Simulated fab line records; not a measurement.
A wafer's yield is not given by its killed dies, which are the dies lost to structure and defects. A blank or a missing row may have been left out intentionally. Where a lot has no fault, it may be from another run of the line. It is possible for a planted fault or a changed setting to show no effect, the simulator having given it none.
Which of the tools did it? -- flow gf180mcu -- 39 wafers from 13 lots sampled at 5 of the route's 602 steps

== WHAT THE GAUGES READ, wafer by wafer ==
GF_M2_RS_MEAS_05: measurement is done with a four-point probe. Usual: M2_ALCU_RS typically reads 0.0695 ohm/sq, with standard deviation 0.00067.
lot,measured,on,M2_ALCU_RS (ohm/sq),flag
L461,day 18 08:01,film_metro-02,0.0689 0.0686 0.0687,
L465,day 20 00:31,film_metro-03,0.0698 0.0694 0.0689,
L466,day 20 16:35,film_metro-01,0.0691 0.0686 0.0691,
L467,day 20 19:29,film_metro-02,0.0698 0.0703 0.0707,
L468,day 21 17:52,film_metro-02,0.0697 0.0700 0.0698,
L469,day 22 00:01,film_metro-01,0.0706 0.0705 0.0701,
L471,day 22 12:18,film_metro-03,0.0693 0.0701 0.0692,
L474,day 23 13:35,film_metro-01,0.0698 0.0693 0.0697,
L477,day 24 11:58,film_metro-03,0.0687 0.0689 0.0691,
L480,day 25 09:28,film_metro-03,0.0699 0.0695 0.0696,
L482,day 26 04:06,film_metro-01,0.0697 0.0694 0.0695,
L483,day 26 06:07,film_metro-01,0.0689 0.0686 0.0691,
L484,day 26 12:05,film_metro-03,0.0691 0.0685 0.0694,

GF_M2_THK_MEAS_06: measures by xrf. Usual: M2_ALCU_THK typically reads 453 nm, with standard deviation 5.1.
lot,measured,on,M2_ALCU_THK (nm),flag
L461,day 18 08:08,film_metro-02,454 455 455,
L465,day 20 00:38,film_metro-03,453 456 461,
L466,day 20 16:41,film_metro-01,454 458 454,
L467,day 20 19:37,film_metro-02,446 444 441,
L468,day 21 17:59,film_metro-02,448 449 452,
L469,day 22 00:07,film_metro-01,442 444 449,
L471,day 22 12:23,film_metro-03,455 453 456,
L474,day 23 13:43,film_metro-01,452 452 453,
L477,day 24 12:05,film_metro-03,463 461 460,
L480,day 25 09:34,film_metro-03,453 454 456,
L482,day 26 04:13,film_metro-01,453 454 454,
L483,day 26 06:13,film_metro-01,458 462 458,
L484,day 26 12:11,film_metro-03,456 458 455,

GF_M3_RS_MEAS_05: measurement is done with a four-point probe. Usual: M3_ALCU_RS typically reads 0.0692 ohm/sq, with standard deviation 0.001.
lot,measured,on,M3_ALCU_RS (ohm/sq),flag
L461,day 20 12:26,film_metro-03,0.0687 0.0692 0.0681,
L465,day 22 04:18,film_metro-02,0.0704 0.0686 0.0691,
L466,day 22 19:46,film_metro-04,0.0686 0.0705 0.0700,
L467,day 22 22:35,film_metro-03,0.0689 0.0675 0.0691,
L468,day 23 19:19,film_metro-03,0.0687 0.0676 0.0692,
L469,day 24 01:26,film_metro-04,0.0706 0.0710 0.0706,
L471,day 24 13:46,film_metro-02,0.0701 0.0687 0.0703,
L474,day 25 13:16,film_metro-03,0.0692 0.0701 0.0694,
L477,day 26 10:26,film_metro-03,0.0690 0.0671 0.0692,
L480,day 27 06:38,film_metro-04,0.0689 0.0692 0.0709,
L482,day 27 23:48,film_metro-02,0.0701 0.0706 0.0705,
L483,day 28 02:14,film_metro-02,0.0702 0.0709 0.0707,
L484,day 28 07:20,film_metro-03,0.0691 0.0704 0.0705,

== WHAT TOOL EACH LOT RAN ON (gives the tool, then ch and the chambers of the sampled wafers, and finally the start) ==
lot,GF_NWELL_COAT_02,GF_NWELL_STRIP_10
L461,"litho_track-03 ch 0, day 2 23:30","plasma_asher-03 ch 0,1, day 3 06:37"
L465,"litho_track-04 ch 0, day 3 22:32","plasma_asher-01 ch 0,1, day 4 05:52"
L466,"litho_track-04 ch 0, day 4 03:26","plasma_asher-01 ch 0,1, day 4 11:47"
L467,"litho_track-04 ch 0, day 4 08:05","plasma_asher-01 ch 0,1, day 4 15:25"
L468,"litho_track-01 ch 0, day 4 18:38","plasma_asher-01 ch 0,1, day 5 02:37"
L469,"litho_track-01 ch 0, day 4 23:22","plasma_asher-03 ch 0,1, day 5 07:09"
L471,"litho_track-04 ch 0, day 5 05:52","plasma_asher-01 ch 0,1, day 5 13:33"
L474,"litho_track-04 ch 0, day 5 23:38","plasma_asher-03 ch 0,1, day 6 07:37"
L477,"litho_track-03 ch 0, day 6 15:37","plasma_asher-04 ch 0,1, day 7 00:28"
L480,"litho_track-01 ch 0, day 7 08:31","plasma_asher-01 ch 0,1, day 7 16:38"
L482,"litho_track-03 ch 0, day 7 17:59","plasma_asher-01 ch 0,1, day 8 03:28"
L483,"litho_track-01 ch 0, day 8 01:58","plasma_asher-01 ch 0,1, day 8 10:37"
L484,"litho_track-04 ch 0, day 8 05:58","plasma_asher-03 ch 0,1, day 8 15:01"
- GF_NWELL_COAT_02: resist thk 3000 nm.
- GF_NWELL_STRIP_10: strips in O2/N2.

== AS READ BY THE TOOLS THEMSELVES (means over the sampled wafers that have a number; for cases with no such wafer, the mark the record gives instead) ==
GF_NWELL_COAT_02. Usual: resist_line_temp_C 23.02 C, standard deviation 0.11.
lot,tool,resist_line_temp_C (C),flag
L461,litho_track-03,22.95,
L465,litho_track-04,23.01,
L466,litho_track-04,23.12,
L467,litho_track-04,22.85,
L468,litho_track-01,22.99,
L469,litho_track-01,23.03,
L471,litho_track-04,23.22,
L474,litho_track-04,23.06,
L477,litho_track-03,23.01,
L480,litho_track-01,23.04,
L482,litho_track-03,23.01,
L483,litho_track-01,23.16,
L484,litho_track-04,22.96,

GF_NWELL_STRIP_10. Usual: drypump_motor_current_A 5.8 A, standard deviation 0.48; heater_power_w 357 W, standard deviation 31; oes_product_au 0.722 a.u., standard deviation 0.0046; strip_time_to_endpoint_s 36.96 s, standard deviation 0.082.
lot,tool,drypump_motor_current_A (A),heater_power_w (W),oes_product_au (a.u.),strip_time_to_endpoint_s (s),flag
L461,plasma_asher-03,6.4,349,0.723,36.86,
L465,plasma_asher-01,5.8,375,0.718,36.86,
L466,plasma_asher-01,5.8,370,0.721,36.93,
L467,plasma_asher-01,5.7,370,0.715,23.96,OFF
L468,plasma_asher-01,5.8,375,0.723,36.91,
L469,plasma_asher-03,6.4,346,0.717,36.93,
L471,plasma_asher-01,5.8,375,0.718,24.00,OFF
L474,plasma_asher-03,6.4,366,0.723,24.00,OFF
L477,plasma_asher-04,5.2,301,0.728,37.03,
L480,plasma_asher-01,5.8,366,0.720,36.95,
L482,plasma_asher-01,5.7,378,0.721,37.12,
L483,plasma_asher-01,5.7,374,0.723,37.05,
L484,plasma_asher-03,6.4,349,0.724,36.91,

== THE ANSWER, worked out from the rows above alone ==
Rule: lot off if the mean of its wafers having a number is beyond 3 standard deviations from the usual mean. Also off: a lot with no number at a reading for which 4 or more lots have one. All remaining lots with rows at the step are treated as sound. After the gauges, taken in route order, come the tools' own readings; for these a lot's mean is taken, as printed above. The first step at which some lot is off is used, and at that step the reading that is off furthest; a lot without a number counts as furthest.
Off at GF_NWELL_STRIP_10 (strip_time_to_endpoint_s): L467, L471, L474.
A tool fits if, at that step or a process step before it, it ran every lot that is off, and no sound lot after the first of them. Not one of the candidates tried fits.

== WHAT HAD BEEN PUT IN BY THE SIMULATOR ==
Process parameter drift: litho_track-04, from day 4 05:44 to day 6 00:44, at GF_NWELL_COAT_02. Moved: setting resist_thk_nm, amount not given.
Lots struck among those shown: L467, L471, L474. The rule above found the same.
